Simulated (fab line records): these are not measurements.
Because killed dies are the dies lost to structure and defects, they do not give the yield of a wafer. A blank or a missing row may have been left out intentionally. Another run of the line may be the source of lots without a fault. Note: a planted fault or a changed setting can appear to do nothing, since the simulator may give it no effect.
Chamber matching	flow sky130	rie_diel-03 running SKY_METAL4_ETCH_17: 4 sister chambers
The step etches SiO2 in C4F8/O2/Ar, stops on TiN, time 3.9 s, target depth 15 nm. 8 wafers are shown with their chamber, then 8 later ones without.

WAFERS, EACH WITH ITS CHAMBER
wafer	chamber	oes_product_au (a.u.)
L079.3	2	0.754
L079.6	2	0.760
L082.2	1	0.752
L082.6	1	0.753
L087.3	0	0.753
L087.4	3	0.755
L087.6	3	0.757
L092.1	0	0.760

WAFERS MISSING THEIR CHAMBER
wafer	oes_product_au (a.u.)
L092.3	0.754
L092.4	0.760
L096.1	0.753
L096.2	0.743
L096.3	0.749
L097.2	0.752
L097.4	0.746
L097.6	0.757

EACH ONE'S CHAMBER
wafer	from the rows above	in truth
L092.3	can't be placed: 1 or 3 or 0 or 2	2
L092.4	can't be placed: 2 or 0 or 3 or 1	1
L096.1	can't be placed: 1 or 3 or 0 or 2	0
L096.2	can't be placed: 1 or 3 or 0 or 2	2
L096.3	can't be placed: 1 or 3 or 0 or 2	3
L097.2	can't be placed: 1 or 3 or 0 or 2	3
L097.4	can't be placed: 1 or 3 or 0 or 2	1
L097.6	can't be placed: 2 or 0 or 3 or 1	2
Placed correctly: 0 of 8. Unplaceable from these rows: 8, with the true chamber sitting among the candidates in 8. Placed wrongly: 0.
How it was worked out, from the rows above alone: a wafer's distance from a chamber is the root of the sum, over the readings, of the square of ((its reading less the chamber's mean) divided by the reading's scatter). The wafer belongs to the nearest chamber; if the next one is less than 2 further off, it can't be placed. Each chamber's mean is taken over the wafers shown for it. The scatter: the root of (the sum of the squares of (reading less its chamber's mean) over the shown wafers, divided by (wafers less chambers)).
